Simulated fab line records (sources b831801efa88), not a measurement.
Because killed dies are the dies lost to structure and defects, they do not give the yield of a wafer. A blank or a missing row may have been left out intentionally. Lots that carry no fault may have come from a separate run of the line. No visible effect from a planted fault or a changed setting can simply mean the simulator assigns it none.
Matching of chambers -- flow sky130 -- 4 sister chambers for SKY_CONTACT_CMP_04 on cmp-01
The step polishes SiO2. 14 wafers are shown with their chamber, then 7 later ones without.

== EACH WAFER AND ITS CHAMBER ==
wafer,chamber,motor-current-A (A),time-to-endpoint-s (s)
L850.4,2,14.0,80
L850.5,2,13.6,78
L850.6,1,14.1,77
L852.3,0,12.2,77
L852.4,2,13.0,79
L852.6,3,12.5,78
L857.1,0,11.8,83
L857.2,3,12.7,83
L857.6,1,14.1,85
L859.2,2,13.2,82
L859.3,0,12.2,78
L859.6,1,13.5,77
L860.1,1,13.6,83
L860.3,0,12.1,84

SIGNATURES (averages over the wafers above)
reading,chamber 0,chamber 1,chamber 2,chamber 3,scatter within a chamber
motor-current-A,12.075,13.825,13.450,12.600,0.32
time-to-endpoint-s,80.50,80.50,79.75,80.50,3.31
Rule: a wafer's distance from a chamber is the root of the sum, over the readings, of the square of ((its reading less the chamber's mean) divided by the reading's scatter). If the next closest chamber is less than 2 further off than the closest, the wafer can't be placed; otherwise it belongs to the closest. The scatter: the root of (the sum of the squares of (reading less its chamber's mean) over the shown wafers, divided by (wafers less chambers)).

== WAFERS WITHOUT THEIR CHAMBER ==
wafer,motor-current-A (A),time-to-endpoint-s (s)
L860.6,14.6,80
L861.1,12.1,83
L861.2,13.2,79
L861.6,13.0,79
L867.1,14.1,75
L867.2,12.4,81
L867.5,12.9,81

== WHICH CHAMBER EACH WENT THROUGH ==
wafer,from the rows above,in truth
L860.6,can't be placed: 1 or 2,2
L861.1,can't be placed: 0 or 3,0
L861.2,can't be placed: 2 or 3 or 1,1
L861.6,can't be placed: 3 or 2 or 1 or 0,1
L867.1,can't be placed: 1 or 2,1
L867.2,can't be placed: 3 or 0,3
L867.5,can't be placed: 3 or 2 or 0 or 1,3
Correctly placed: 0 of 7. Can't be placed from these rows: 7 (the true chamber is among the candidates in 7). Placed wrongly: 0.
